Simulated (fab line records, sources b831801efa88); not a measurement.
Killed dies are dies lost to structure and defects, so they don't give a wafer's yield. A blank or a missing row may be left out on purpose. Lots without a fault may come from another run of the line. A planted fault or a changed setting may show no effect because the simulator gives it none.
One fault seen from 2 desks | flow sky130 | each desk has only its own numbers; what lay behind them comes last

THE METROLOGY DESK
What the gauges read, lot by lot, whatever tool the lot ran on: means of the sampled wafers that have a number. A lot is out of limits, marked OUT, if its mean lies more than 4 standard deviations from the usual mean; the brackets give that distance.
Columns: A = NWELL_00_OVL at SKY_NWELL_OVL_MEAS_10, usual 1.1 nm; B = NWELL_TW at SKY_NWELL_TW_MEAS_15, usual 1812
lot  | first seen here | A    | B
L678 | day 6 18:41     | 1.7  | 1825
L682 | day 7 17:06     | 1.0  | 1808
L683 | day 7 20:33     | 1.2  | 1809
L684 | day 8 03:18     | 1.3  | 1793
L685 | day 8 08:39     | 0.8  | 1796
L686 | day 8 12:58     | -1.1 | 1838
This desk's finding: nothing out of limits on any of the 6 lots.

THE TOOL OWNER'S DESK: iline_stepper-01
The tool's own readings at SKY_NWELL_EXPOSE_20 (exposes mask NWM COMPLEMENT, target cd 840 nm): means of the sampled wafers that have a number, for each lot that ran on this tool. A lot is out of limits, marked OUT, if its mean lies more than 4 standard deviations from the usual mean; the brackets give that distance.
Columns: A = exposure_dose_mJ_cm2 at SKY_NWELL_EXPOSE_20, usual 259.99; B = focus_offset_nm at SKY_NWELL_EXPOSE_20, usual -0.1 nm
lot  | first seen here | A      | B
L678 | day 7 04:56     | 260.41 | -0.3
L685 | day 8 19:51     | 259.67 | -0.2
L686 | day 9 00:07     | 259.83 | -0.1
This desk's finding: nothing out of limits on any of the 3 lots.

PUT TOGETHER
The metrology desk saw nothing out of limits.
The tool owner's desk saw nothing out of limits.

WHAT THE SIMULATOR HAD PUT IN
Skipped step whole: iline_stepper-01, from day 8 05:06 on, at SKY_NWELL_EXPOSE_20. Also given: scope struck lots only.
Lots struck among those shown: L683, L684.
